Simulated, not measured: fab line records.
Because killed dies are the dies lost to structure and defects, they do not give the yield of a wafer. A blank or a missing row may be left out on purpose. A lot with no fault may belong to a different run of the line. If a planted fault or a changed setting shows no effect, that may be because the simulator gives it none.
Which of the tools did it? / flow gf180mcu / 6 lots, 18 wafers sampled, at 2 steps of a route of 602

WHAT EACH GAUGE READ, for each wafer
GF_VT_IMPLANT_RS_MEAS_46: uses a four-point probe to measure.
lot=L983; measured=day 7 23:09; on=film metro-03; MVSD_RS (ohm/sq)=456.9 456.4 456.6
lot=L986; measured=day 8 20:10; on=film metro-01; MVSD_RS (ohm/sq)=455.8 456.8 457.0
lot=L988; measured=day 9 13:09; on=film metro-01; MVSD_RS (ohm/sq)=458.8 457.9 458.2
lot=L992; measured=day 10 15:25; on=film metro-04; MVSD_RS (ohm/sq)=444.3 443.2 443.9 443.8 442.9 443.9
lot=L101; measured=day 13 04:44; on=film metro-04; MVSD_RS (ohm/sq)=458.4 457.2 455.9
lot=L104; measured=day 14 02:58; on=film metro-03; MVSD_RS (ohm/sq)=456.0 457.5 457.3

WHAT TOOL EACH LOT RAN ON (gives the tool, then ch and the chambers of the sampled wafers, and finally the start)
lot=L983; GF_MVSD_IMPLANT_08=implanter-01 ch 0, day 4 19:53
lot=L986; GF_MVSD_IMPLANT_08=implanter-02 ch 0, day 5 14:20
lot=L988; GF_MVSD_IMPLANT_08=implanter-04 ch 0, day 6 03:08
lot=L992; GF_MVSD_IMPLANT_08=implanter-02 ch 0, day 7 01:40
lot=L101; GF_MVSD_IMPLANT_08=implanter-01 ch 0, day 9 07:47
lot=L104; GF_MVSD_IMPLANT_08=implanter-02 ch 0, day 10 05:22
- GF_MVSD_IMPLANT_08

THE ANSWER, worked out from the rows above alone
Rule: usual is defined by the lots themselves. The widest of any qualifying gaps counts: lots, ordered by their means at a reading, are off when they make up no more than a third of the lots, leave a main group of 4 or more, and stand apart from it by 3 or more times the standard deviation of that group's means. The tables above print the reading to a certain number of digits; a main group whose means all agree to those digits is not used. A lot without any number at a reading at which 4 lots or more have one is off too. All remaining lots with rows at the step are treated as sound.
Off: L992, seen at GF_VT_IMPLANT_RS_MEAS_46 (MVSD_RS). The main group: mean 457.1 ohm/sq, standard deviation 0.63.
A tool fits if, at a process step before that reading, it ran every lot that is off, and no sound lot after the first of them. The gauges at GF_VT_IMPLANT_RS_MEAS_46 are tried like those tools. Of those tried, none fits.

WHAT WAS PUT IN BY THE SIMULATOR
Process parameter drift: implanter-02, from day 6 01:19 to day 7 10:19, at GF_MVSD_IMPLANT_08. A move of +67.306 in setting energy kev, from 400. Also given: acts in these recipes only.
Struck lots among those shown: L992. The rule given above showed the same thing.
